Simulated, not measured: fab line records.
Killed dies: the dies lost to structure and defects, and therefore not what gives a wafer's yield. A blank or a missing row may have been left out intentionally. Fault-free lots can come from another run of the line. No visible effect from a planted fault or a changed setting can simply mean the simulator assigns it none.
fab line records    flow sky130
record: lots: 6  wafers: 18  lastDay: 50
route steps=708 shown LOCAL_INTERCONNECT@402 CONTACT@406
lots that met no fault: from a run of the same line without faults
startH: the number of hours between the record's first day and the start of the first shown wafer of the lot    waitH: how many hours have passed since the lot's step before this one    " the same as in the row above    L1.1+2: a row that stands for several wafers    - value missing, or start not given    * or withheld: withheld    < > ~ a bound
route shown NAME@n: a module of which the file shows steps, and the number in the route of the first    usual: mean/standard deviation of fault-free wafers    same: alike in all rows    chamber/n: place in a boat    sites: each site's reading    _std_site: their standard deviation    _edge_site: the outer-site mean with the inner-site mean subtracted    radiusMm: how far each site lies from the wafer's centre    mask NAME#n: copy n    behind: the most recent tool/chamber to have shaped the wafer    hold: the reason the lot was held/the length of the hold in hours/how it ended    device: names the non-switching transistor (n, p or np)    end of line: the same wafers' tests at the end of the route    step lacking rows: just its recipe    killed: dies lost to structure and defects at the first sort, not the wafer's yield    map: per-die view of a wafer (x killed, . not killed, _ where there is no die)
set.NAME: the setting the step ran with; set.NAME@STEP: the setting that earlier step ran with    model.NAME: the simulator's own value behind a step, which no gauge read
lots at selected steps of the route; one table per step, one row per wafer
services: from which hour (startH, from the record's first day; less than 0 if before it) a tool's chamber was out of use, for how many hours, and why
== steps ==
step: SKY_LOCAL_INTERCONNECT_STRIP_15
recipe: chemistry: O2/N2  powerW: 1400  pressureMtorr: 1500  platenTempC: withheld  o2FlowSccm: 3000  n2FlowSccm: 300  overashFraction: 0.5
usual: chamberPressureMTorr: 1500.0/1.3  drypumpMotorCurrentA: 5.45/0.23  oesProductAu: 0.426/0.0045  stripTimeToEndpointS: 4.702/0.018
same: overashFraction: 0.5
lot.wafer  tool            chamber  startH  waitH  chamberPressureMTorr  drypumpMotorCurrentA  oesProductAu  rfHoursCounterH  stripTimeToEndpointS
L856.1     plasmaAsher-04  0        702.84  0.0    1499.8                5.82                  0.428         28               4.727
L856.2     "               1        "       "      1499.3                5.78                  0.433         28               4.738
L856.4     "               0        "       "      1501.4                5.81                  0.436         -                4.729
L858.2     plasmaAsher-03  1        718.66  0.1    1500.4                5.15                  0.431         59               4.722
L858.3     "               0        "       "      1500.8                5.41                  0.425         -                4.723
L858.6     "               0        "       "      1500.6                5.42                  0.435         -                4.710
L865.3     plasmaAsher-04  0        787.98  0.1    1501.0                5.79                  0.428         -                4.683
L865.5     "               0        "       "      1498.1                5.80                  0.433         -                4.678
L865.6     "               1        "       "      1500.2                5.78                  0.431         -                4.714
L869.1     plasmaAsher-03  1        819.08  0.1    1499.2                5.14                  0.429         69               4.713
L869.3     "               0        "       "      1501.7                5.44                  0.430         -                4.707
L869.5     "               1        "       "      1501.3                5.13                  0.425         -                4.711
L874.1     plasmaAsher-02  0        852.59  0.0    1498.5                5.64                  0.427         10               4.679
L874.3     "               0        "       "      1502.2                5.65                  0.424         -                4.687
L874.6     "               0        "       "      1500.2                5.66                  0.415         -                4.695
L876.1     plasmaAsher-02  1        868.17  0.0    1500.8                5.51                  0.428         12               4.709
L876.2     "               0        "       "      1501.6                5.67                  0.425         12               4.713
L876.3     "               0        "       "      1500.6                5.65                  0.430         -                4.693
step: SKY_LOCAL_INTERCONNECT_STRIP_16
recipe: chemistry: postEtchResidueRemover  timeS: 1200  tempC: 72.5
step: SKY_LOCAL_INTERCONNECT_CLEAN_17
recipe: chemistry: IPA  timeS: 180  tempC: 25
step: SKY_LOCAL_INTERCONNECT_CLEAN_18
recipe: chemistry: O3/DIW  dry: n2Spin
step: SKY_CONTACT_CVD_00
recipe: material: Si3N4  targetThkNm: 75  tempC: 400  timeS: withheld  rfW: 450
usual: heaterPowerW: 688/87
lot.wafer  tool      chamber  startH  waitH  heaterPowerW
L856.1     pecvd-03  1        703.44  0.0    580
L856.2     "         0        "       "      692
L856.4     "         1        "       "      579
L858.2     pecvd-04  2        719.29  0.0    616
L858.3     "         1        "       "      877
L858.6     "         1        "       "      860
L865.3     pecvd-01  0        788.56  0.0    581
L865.5     "         1        "       "      684
L865.6     "         0        "       "      587
L869.1     pecvd-04  2        819.68  0.0    587
L869.3     "         0        "       "      749
L869.5     "         1        "       "      854
L874.1     pecvd-04  0        853.19  0.0    757
L874.3     "         2        "       "      686
L874.6     "         0        "       "      759
L876.1     pecvd-01  0        868.77  0.0    674
L876.2     "         1        "       "      627
L876.3     "         2        "       "      821
step: SKY_CONTACT_THK_MEAS_01
recipe: reads: Si3N4_of_CONTACT_CVD_00
usual: CONTACT_CVD_00_THK: 74.8/0.96
lot.wafer  tool          chamber  startH  waitH  CONTACT_CVD_00_THK[nm]
L856.1     filmMetro-02  -        703.48  -      74.2
L856.2     "             -        "       "      74.2
L856.4     "             -        "       "      76.5
L858.2     filmMetro-01  -        719.33  -      73.8
L858.3     "             -        "       "      74.2
L858.6     "             -        "       "      75.2
L865.3     filmMetro-01  -        788.61  -      74.4
L865.5     "             -        "       "      76.5
L865.6     "             -        "       "      74.5
L869.1     filmMetro-02  -        819.71  -      73.9
L869.3     "             -        "       "      74.3
L869.5     "             -        "       "      75.2
L874.1     filmMetro-04  -        853.23  -      74.5
L874.3     "             -        "       "      75.6
L874.6     "             -        "       "      76.0
L876.1     filmMetro-02  -        868.80  -      72.6
L876.2     "             -        "       "      74.1
L876.3     "             -        "       "      73.9
step: SKY_CONTACT_HDPCVD_02
recipe: material: SiO2  targetThkNm: 565  sigmaOpenFrac: 0.3  timeS: 94.2  tempC: 600  sih4FlowSccm: 60  pressureMtorr: 6
step: SKY_CONTACT_THK_MEAS_03
recipe: reads: SiO2_of_CONTACT_HDPCVD_02
usual: CONTACT_HDPCVD_THK: 568/5.7
lot.wafer  tool          chamber  startH  waitH  CONTACT_HDPCVD_THK[nm]
L856.1     filmMetro-01  -        703.61  0.0    564
L856.2     "             -        "       "      563
L856.4     "             -        "       "      571
L858.2     filmMetro-02  -        719.46  0.0    562
L858.3     "             -        "       "      559
L858.6     "             -        "       "      559
L865.3     filmMetro-02  -        788.74  0.1    577
L865.5     "             -        "       "      561
L865.6     "             -        "       "      572
L869.1     filmMetro-01  -        819.84  0.0    564
L869.3     "             -        "       "      577
L869.5     "             -        "       "      564
L874.1     filmMetro-01  -        853.36  0.0    572
L874.3     "             -        "       "      561
L874.6     "             -        "       "      572
L876.1     filmMetro-01  -        868.93  0.0    578
L876.2     "             -        "       "      576
L876.3     "             -        "       "      569
step: SKY_CONTACT_CMP_04
recipe: material: SiO2  downForcePsi: 4  platenRpm: 60  padVelocityMS: 0.94248
usual: edgeZonePressureFrac: 0.999/0.005  motorCurrentA: 12.3/0.96  timeToEndpointS: 84/4.3
lot.wafer  tool    chamber  startH  waitH  edgeZonePressureFrac  motorCurrentA  timeToEndpointS
L856.1     cmp-02  3        703.67  0.1    0.996                 12.5           78
L856.4     "       1        "       "      1.008                 13.7           82
L856.2     "       2        "       "      1.002                 12.5           80
L858.3     cmp-02  0        719.56  0.1    0.990                 11.7           82
L858.2     "       2        "       "      0.998                 13.3           82
L858.6     "       0        "       "      1.001                 11.3           82
L865.3     cmp-01  1        788.88  0.1    0.992                 12.8           94
L865.6     "       3        "       "      0.995                 13.1           90
L865.5     "       0        "       "      1.000                 11.0           77
L869.1     cmp-02  3        820.00  0.1    0.999                 11.7           80
L869.3     "       0        "       "      1.000                 12.2           89
L869.5     "       1        "       "      1.004                 13.3           79
L874.3     cmp-02  1        853.52  0.1    1.005                 13.1           77
L874.1     "       2        "       "      0.993                 12.4           86
L874.6     "       3        "       "      0.990                 12.5           85
L876.2     cmp-01  3        868.99  0.0    0.985                 13.0           89
L876.3     "       0        "       "      0.998                 10.7           84
L876.1     "       2        "       "      1.006                 10.6           92
step: SKY_CONTACT_BOW_MEAS_05
recipe: mode: bow
usual: CONTACT_BOW: 81/6.6
lot.wafer  tool          chamber  startH  waitH  CONTACT_BOW[um]
L856.1     filmMetro-02  -        703.97  0.2    86
L856.2     "             -        "       "      75
L856.4     "             -        "       "      78
L858.2     filmMetro-02  -        719.83  0.1    77
L858.3     "             -        "       "      79
L858.6     "             -        "       "      78
L865.3     filmMetro-02  -        789.12  0.2    85
L865.5     "             -        "       "      80
L865.6     "             -        "       "      70
L869.1     filmMetro-01  -        820.20  0.1    87
L869.3     "             -        "       "      72
L869.5     "             -        "       "      86
L874.1     filmMetro-02  -        853.72  0.1    93
L874.3     "             -        "       "      88
L874.6     "             -        "       "      85
L876.1     filmMetro-04  -        869.29  0.1    79
L876.2     "             -        "       "      98
L876.3     "             -        "       "      77
step: SKY_CONTACT_DEHYDRATE_06
recipe: tempC: 200  timeS: 60
step: SKY_CONTACT_HMDS_07
recipe: primeTimeS: 60  primeTempC: 120
step: SKY_CONTACT_COAT_08
recipe: resist: BARC  tempC: withheld  timeS: withheld  spinRpm: 3000  resistThkNm: 60
usual: chillPlateTempC: *  spinSpeedRpm: 2999.9/2
lot.wafer  tool           chamber  startH  waitH  chillPlateTempC  spinSpeedRpm
L856.1     lithoTrack-02  0        717.42  0.1    *                3000.3
L856.2     "              0        "       "      *                2997.1
L856.4     "              0        "       "      *                3001.5
L858.2     lithoTrack-03  0        734.10  0.1    *                2998.1
L858.3     "              0        "       "      *                2996.9
L858.6     "              0        "       "      *                2996.8
L865.3     lithoTrack-02  0        801.77  0.1    *                2902.4
L865.5     "              0        "       "      *                2901.9
L865.6     "              0        "       "      *                2900.3
L869.1     lithoTrack-02  0        832.97  0.1    *                2897.4
L869.3     "              0        "       "      *                2900.0
L869.5     "              0        "       "      *                2900.6
L874.1     lithoTrack-01  0        866.06  0.1    *                3000.4
L874.3     "              0        "       "      *                2995.6
L874.6     "              0        "       "      *                3001.7
L876.1     lithoTrack-01  0        881.56  0.1    *                3001.0
L876.2     "              0        "       "      *                3000.4
L876.3     "              0        "       "      *                3001.3
step: SKY_CONTACT_COAT_09
recipe: resist: KrF-thick  spinRpm: 3000  resistThkNm: 450
step: SKY_CONTACT_SOFTBAKE_10
recipe: tempC: 100  timeS: 90  resist: KrF-thick
step: SKY_CONTACT_EXPOSE_11
recipe: maskId: CTM1  na: 0.8  sourceShape: annular  sigmaInner: 0.55  sigmaOuter: 0.85  targetCdNm: 170  doseMj: 38
step: SKY_CONTACT_PEB_12
recipe: pebTempC: withheld  pebTimeS: withheld  resist: KrF-thick
step: SKY_CONTACT_DEVELOP_13
recipe: developTimeS: 57.27  resist: KrF-thick  devTempC: 21
step: SKY_CONTACT_CD_MEAS_14
recipe: targetCdNm: 170
usual: cdNm: 170.3/1.5
lot.wafer  tool      chamber  startH  waitH  cdNm
L856.1     cdSem-02  -        732.01  -      170.5
L856.2     "         -        "       "      171.2
L856.4     "         -        "       "      168.1
L858.2     cdSem-02  -        747.98  -      169.9
L858.3     "         -        "       "      170.1
L858.6     "         -        "       "      169.2
L865.3     cdSem-02  -        815.80  -      168.5
L865.5     "         -        "       "      168.7
L865.6     "         -        "       "      170.0
L869.1     cdSem-02  -        846.97  -      170.5
L869.3     "         -        "       "      168.7
L869.5     "         -        "       "      170.3
L874.1     cdSem-02  -        879.67  -      171.9
L874.3     "         -        "       "      171.6
L874.6     "         -        "       "      170.9
L876.1     cdSem-01  -        895.37  -      169.8
L876.2     "         -        "       "      169.8
L876.3     "         -        "       "      170.7
step: SKY_CONTACT_OVL_MEAS_15
usual: CONTACT_OVL: 0/6.8
lot.wafer  tool        chamber  startH  waitH  CONTACT_OVL[nm]
L856.1     overlay-02  -        732.13  0.1    -11
L856.2     "           -        "       "      -8
L856.4     "           -        "       "      -1
L858.2     overlay-02  -        748.09  0.1    2
L858.3     "           -        "       "      2
L858.6     "           -        "       "      4
L865.3     overlay-02  -        815.89  0.1    -2
L865.5     "           -        "       "      -4
L865.6     "           -        "       "      -3
L869.1     overlay-02  -        847.09  0.1    -3
L869.3     "           -        "       "      4
L869.5     "           -        "       "      0
L874.1     overlay-02  -        879.79  0.1    0
L874.3     "           -        "       "      -1
L874.6     "           -        "       "      -7
L876.1     overlay-01  -        895.49  0.1    -6
L876.2     "           -        "       "      1
L876.3     "           -        "       "      -4
step: SKY_CONTACT_ETCH_16
recipe: chemistry: N2/H2  target: BARC  ionEnergyEv: 200  sourceW: 500  biasW: 100  pressureMtorr: 30  n2FlowSccm: 100  h2FlowSccm: 200  stopOn: SiO2  timeS: 45.9  targetDepthA: 600
usual: chamberPressureMTorr: 30.000/0.029  drypumpMotorCurrentA: 5.5/0.49  oesProductAu: 0.855/0.0042  throttleValvePct: 13.225/0.0094
lot.wafer  tool        chamber  startH  waitH  chamberPressureMTorr  drypumpMotorCurrentA  oesProductAu  rfHoursCounterH  throttleValvePct  model.etch.depthNm
L856.1     rieDiel-04  2        732.17  0.0    30.027                5.6                   0.852         1                13.224            59.8
L856.2     "           3        "       "      30.013                4.8                   0.853         5                13.237            59.85
L856.4     "           0        "       "      29.991                5.4                   0.851         2                13.238            59.86
L858.2     rieDiel-03  1        748.12  0.0    30.039                6.7                   0.861         5                13.220            60.18
L858.3     "           0        "       "      30.040                5.6                   0.856         12               13.222            60.21
L858.6     "           3        "       "      29.958                4.8                   0.851         -                13.220            60.21
L865.3     rieDiel-04  0        815.92  0.0    30.060                5.5                   0.860         4                13.231            60.98
L865.5     "           2        "       "      30.016                5.7                   0.860         -                13.223            60.83
L865.6     "           1        "       "      30.041                5.0                   0.866         -                13.227            60.88
L869.1     rieDiel-03  3        847.13  0.0    29.958                4.8                   0.860         22               13.228            60.89
L869.3     "           2        "       "      29.999                5.2                   0.860         6                13.199            60.91
L869.5     "           2        "       "      29.967                5.2                   0.862         -                13.217            60.95
L874.1     rieDiel-01  1        879.83  0.0    30.027                5.0                   0.858         3                13.221            60.13
L874.3     "           0        "       "      30.027                5.9                   0.855         19               13.212            59.91
L874.6     "           3        "       "      29.982                5.7                   0.863         -                13.243            60.13
L876.1     rieDiel-01  3        895.53  0.0    29.975                5.7                   0.853         15               13.225            60.3
L876.2     "           2        "       "      29.995                5.8                   0.856         9                13.220            60.19
L876.3     "           0        "       "      29.998                5.9                   0.858         20               13.241            60.23
step: SKY_CONTACT_ETCH_17
recipe: target: SiO2  chemistry: C4F8/O2/Ar  stopOn: Si3N4  maskMaterial: KrF-thick  sourceW: 1500  biasW: 1200  pressureMtorr: 40  c4f8FlowSccm: withheld  O2_flow_sccm: 6  Ar_flow_sccm: 300  timeS: withheld  targetDepthA: 3400
usual: chamberPressureMTorr: 40.00/0.034  oesProductAu: 0.891/0.0047
lot.wafer  tool        chamber  startH  waitH  chamberPressureMTorr  oesProductAu
L856.1     rieDiel-04  2        732.21  0.0    40.00                 0.885
L856.2     "           3        "       "      39.96                 0.886
L856.4     "           0        "       "      39.96                 0.891
L858.2     rieDiel-03  1        748.16  0.0    40.06                 0.881
L858.3     "           0        "       "      40.01                 0.887
L858.6     "           3        "       "      39.99                 0.886
L865.3     rieDiel-04  0        815.96  0.0    39.97                 0.895
L865.5     "           2        "       "      40.03                 0.890
L865.6     "           1        "       "      40.04                 0.889
L869.1     rieDiel-03  3        847.17  0.0    39.92                 0.893
L869.3     "           2        "       "      39.95                 0.895
L869.5     "           2        "       "      39.93                 0.890
L874.1     rieDiel-01  1        879.87  0.0    39.97                 0.888
L874.3     "           0        "       "      39.99                 0.895
L874.6     "           3        "       "      39.96                 0.898
L876.1     rieDiel-01  3        895.57  0.0    40.06                 0.892
L876.2     "           2        "       "      40.02                 0.895
L876.3     "           0        "       "      40.03                 0.892
== services ==
tool            chamber  startH  hours  kind
cmp-02          -        683.45  0.7    repair
rieDiel-04      0        685.70  4.7    repair
rieDiel-01      3        687.91  8.4    repair
rieDiel-03      3        689.28  3.3    repair
cmp-02          -        694.92  1.1    repair
cmp-01          -        730.36  38.0   repair
cmp-01          -        731.01  0.3    repair
plasmaAsher-02  -        733.80  9.0    pm
cmp-02          -        743.36  0.6    repair
cmp-02          -        747.47  4.0    pm
plasmaAsher-02  -        751.26  4.6    repair
pecvd-04        0        760.20  23.6   repair
cmp-01          -        767.22  3.0    repair
rieDiel-04      0        785.23  7.2    repair
cmp-02          -        801.19  6.4    pm
pecvd-04        -        821.77  0.8    repair
cmp-02          -        823.45  4.4    repair
rieDiel-01      0        831.13  16.3   repair
cmp-02          -        841.06  1.4    repair
rieDiel-04      1        857.28  132.0  repair
rieDiel-03      0        877.53  3.0    repair
cmp-02          -        884.51  0.4    repair
rieDiel-01      1        889.88  3.0    repair
pecvd-04        2        891.23  4.7    repair
== key ==
firstSign: step: SKY_CONTACT_COAT_08  reading: spinSpeedRpm  direction: down  sigmas: 50  usual: 2999.9  struck: 2900.4
effect none on later readings
modelEffect: step: SKY_CONTACT_ETCH_16  value: etch.depthNm  without: 59.89  struck: 60.91
metAt SKY_CONTACT_COAT_08
struckWafers L865.3,L865.5,L865.6,L869.1,L869.3,L869.5
testerLeftOut L865,L869
onsetBetween 717.42 801.77
fault: kind: processParameterDrift  tool: lithoTrack-02  chamber: -  onsetH: 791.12  steps: SKY_CONTACT_COAT_08  channel: spinRpm  offset: -99.719  shape: step  endH: 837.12  actsIn: theseRecipesOnly  stated: 3000
testerLeftOut: of these lots the tester's yield and bins aren't shown, on N5 and GAA mostly nor the transistor test; their killed dies are dies lost to structure and defects alone, not to doping, threshold or leakage, so they don't give the yield
